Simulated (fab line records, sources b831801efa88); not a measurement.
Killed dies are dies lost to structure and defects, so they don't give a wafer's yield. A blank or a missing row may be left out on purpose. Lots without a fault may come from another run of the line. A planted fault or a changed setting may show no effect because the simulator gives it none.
Which tool did it? | flow gf180mcu | 12 lots, 36 wafers sampled, at 4 steps of a route of 602

WHAT THE GAUGES READ, wafer by wafer
GF_V5_OVL_MEAS_15. Usual: V5_OVL 1 nm, standard deviation 5.6.
lot  | measured     | on         | V5_OVL (nm) | flag
L970 | day 27 10:19 | overlay-02 | 3 -2 0      |
L971 | day 28 00:50 | overlay-02 | 2 -1 -3     |
L972 | day 28 06:06 | overlay-01 | -7 -8 2     |
L974 | day 28 19:08 | overlay-02 | -5 -3 -6    |
L977 | day 30 04:26 | overlay-02 | 0 0 1       |
L981 | day 30 21:18 | overlay-01 | 2 2 1       |
L982 | day 31 07:02 | overlay-02 | 5 4 7       |
L983 | day 31 14:29 | overlay-02 | 24 24 21    | OFF
L985 | day 32 01:20 | overlay-01 | 22 25 21    | OFF
L988 | day 32 23:02 | overlay-02 | -3 -7 -9    |
L989 | day 32 23:30 | overlay-01 | 5 0 6       |
L991 | day 33 14:09 | overlay-02 | 8 10 8      |

WHICH TOOL RAN EACH LOT (tool, then ch and the chambers of the sampled wafers, then the start)
lot  | GF_M5_METAL_ETCH_10               | GF_V5_CMP_04                  | GF_V5_EXPOSE_11
L970 | rie_metal-03 ch 0, day 26 12:25   | cmp-01 ch 2,3, day 26 13:20   | krf_scanner-01 ch 0, day 27 00:16
L971 | rie_metal-02 ch 0,1, day 27 03:21 | cmp-02 ch 0,1,2, day 27 04:20 | krf_scanner-01 ch 0, day 27 14:19
L972 | rie_metal-04 ch 0,1, day 27 09:00 | cmp-01 ch 1,2, day 27 10:02   | krf_scanner-02 ch 0, day 27 20:49
L974 | rie_metal-03 ch 0,1, day 27 22:19 | cmp-01 ch 0,1,3, day 27 23:21 | krf_scanner-02 ch 0, day 28 09:12
L977 | rie_metal-04 ch 0,1, day 29 07:34 | cmp-01 ch 0,1,2, day 29 08:32 | krf_scanner-01 ch 0, day 29 18:54
L981 | rie_metal-03 ch 1, day 30 01:47   | cmp-02 ch 0,1,3, day 30 02:52 | krf_scanner-01 ch 0, day 30 12:32
L982 | rie_metal-04 ch 0,1, day 30 11:28 | cmp-01 ch 0,1,2, day 30 12:29 | krf_scanner-02 ch 0, day 30 22:00
L983 | rie_metal-04 ch 0,1, day 30 18:44 | cmp-02 ch 1,2,3, day 30 19:43 | krf_scanner-01 ch 0, day 31 05:30
L985 | rie_metal-04 ch 0,1, day 31 06:24 | cmp-02 ch 0,1,2, day 31 07:26 | krf_scanner-01 ch 0, day 31 16:47
L988 | rie_metal-03 ch 1, day 32 04:06   | cmp-02 ch 0,1,2, day 32 05:29 | krf_scanner-02 ch 0, day 32 14:17
L989 | rie_metal-02 ch 0,1, day 32 05:42 | cmp-02 ch 0,1, day 32 06:35   | krf_scanner-02 ch 0, day 32 15:19
L991 | rie_metal-02 ch 0,1, day 32 20:30 | cmp-02 ch 1,3, day 32 21:28   | krf_scanner-02 ch 0, day 33 06:31
- GF_M5_METAL_ETCH_10: etches the open film in Cl2/BCl3, stops on SiO2, target depth 750.8 nm, time 125.1 s.
- GF_V5_CMP_04: polishes SiO2.
- GF_V5_EXPOSE_11: exposes mask Via5, target cd 260 nm.

WHAT THE TOOLS THEMSELVES READ (means of the sampled wafers that have a number; where no wafer has one, the mark that the record gives instead)
GF_M5_METAL_ETCH_10. Usual: drypump_motor_current_A 5.5 A, standard deviation 0.58; oes_product_au 0.990 a.u., standard deviation 0.0091; rf_fwd_power_W 795.6 W, standard deviation 2.7; throttle_valve_pct 28.230 %, standard deviation 0.012.
lot  | tool         | drypump_motor_current_A (A) | oes_product_au (a.u.) | rf_fwd_power_W (W) | throttle_valve_pct (%) | flag
L970 | rie_metal-03 | 6.1                         | 0.991                 | 795.0              | 28.226                 |
L971 | rie_metal-02 | 5.7                         | 0.994                 | 799.4              | 28.230                 |
L972 | rie_metal-04 | 5.2                         | 0.984                 | 794.0              | 28.236                 |
L974 | rie_metal-03 | 6.2                         | 0.994                 | 796.3              | 28.228                 |
L977 | rie_metal-04 | 5.1                         | 0.981                 | 794.8              | 28.228                 |
L981 | rie_metal-03 | 6.4                         | 0.999                 | 793.2              | 28.215                 |
L982 | rie_metal-04 | 5.1                         | 0.985                 | 794.5              | 28.234                 |
L983 | rie_metal-04 | 5.1                         | 0.987                 | 795.2              | 28.227                 |
L985 | rie_metal-04 | 5.1                         | 0.978                 | 795.0              | 28.230                 |
L988 | rie_metal-03 | 6.4                         | 0.997                 | 793.3              | 28.225                 |
L989 | rie_metal-02 | 5.3                         | 0.993                 | 794.5              | 28.220                 |
L991 | rie_metal-02 | 5.6                         | 0.999                 | 794.9              | 28.231                 |

GF_V5_CMP_04. Usual: motor_current_A 12.1 A, standard deviation 1.4.
lot  | tool   | motor_current_A (A) | flag
L970 | cmp-01 | 11.6                |
L971 | cmp-02 | 12.2                |
L972 | cmp-01 | 11.5                |
L974 | cmp-01 | 12.3                |
L977 | cmp-01 | 12.2                |
L981 | cmp-02 | 12.5                |
L982 | cmp-01 | 12.5                |
L983 | cmp-02 | 10.9                |
L985 | cmp-02 | 12.4                |
L988 | cmp-02 | 12.5                |
L989 | cmp-02 | 13.5                |
L991 | cmp-02 | 10.9                |

THE ANSWER, worked out from the rows above alone
Rule: a lot is off if the mean of its wafers that have a number lies more than 3 standard deviations from the usual mean. A lot without any number at a reading at which 4 lots or more have one is off too. The other lots that the step has rows for count as sound. The gauges are gone through in route order, then the tools' own readings, and for those a lot's mean is taken as printed above. The first step at which some lot is off is used, and at that step the reading that is off furthest; a lot without a number counts as furthest.
Off: L983, L985, at GF_V5_OVL_MEAS_15 (V5_OVL).
A tool fits if, at a process step before that reading, it ran every lot that is off, and no sound lot after the first of them. The gauges at GF_V5_OVL_MEAS_15 are tried like those tools. Can't be told from this: 2 tools fit, rie_metal-04 at GF_M5_METAL_ETCH_10, krf_scanner-01 at GF_V5_EXPOSE_11.

WHAT THE SIMULATOR HAD PUT IN
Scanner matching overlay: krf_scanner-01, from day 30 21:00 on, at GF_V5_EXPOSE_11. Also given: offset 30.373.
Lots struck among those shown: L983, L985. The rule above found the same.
